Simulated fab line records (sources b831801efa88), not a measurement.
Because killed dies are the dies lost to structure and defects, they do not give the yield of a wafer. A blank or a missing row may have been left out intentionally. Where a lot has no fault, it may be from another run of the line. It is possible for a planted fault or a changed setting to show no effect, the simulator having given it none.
Which tool did it? -- flow sky130 -- 12 lots, 36 wafers sampled, at 1 step of a route of 708

WHAT THE GAUGES SHOWED, per wafer
SKY_LDD_N_TW_MEAS_17.
lot,measured,on,LDD_N_TW
L074,day 17 21:55,film metro-03,2583 2576 2578
L077,day 18 17:32,film metro-03,2581 2574 2577
L079,day 19 14:54,film metro-04,2590 2591 2593
L082,day 20 10:44,film metro-03,2565 2570 2566
L083,day 21 01:44,film metro-04,2570 2586 2584
L085,day 21 21:11,film metro-04,2582 2574 2574
L086,day 22 23:14,film metro-04,2587 2598 2595
L089,day 23 09:23,film metro-04,2575 2584 2575
L090,day 24 22:07,film metro-04,2587 2594 2594
L094,day 25 06:52,film metro-03,2577 2580 2582
L095,day 25 15:13,film metro-04,2587 2603 2599
L097,day 26 09:45,film metro-04,2594 2579 2593

WHAT TOOL EACH LOT RAN ON (gives the tool, then ch and the chambers of the sampled wafers, and finally the start)
The record shows no process step preceding these readings.

THE ANSWER, worked out from the rows above alone
Rule: the lots themselves supply what counts as usual. Put in order of their means at a reading, lots are off if they are a third of the lots or fewer, leave a main group of 4 or more, and stand apart from it by a gap of 3 or more times the standard deviation of the main group's means; of several such gaps the widest counts. A main group whose means are all the same, to the digits that the tables above print for the reading, isn't used. A lot without any number at a reading at which 4 lots or more have one is off too. The other lots that the step has rows for count as sound.
No lot is off on any of the readings shown, so nothing can be concluded from this.

WHAT HAD BEEN PUT IN BY THE SIMULATOR
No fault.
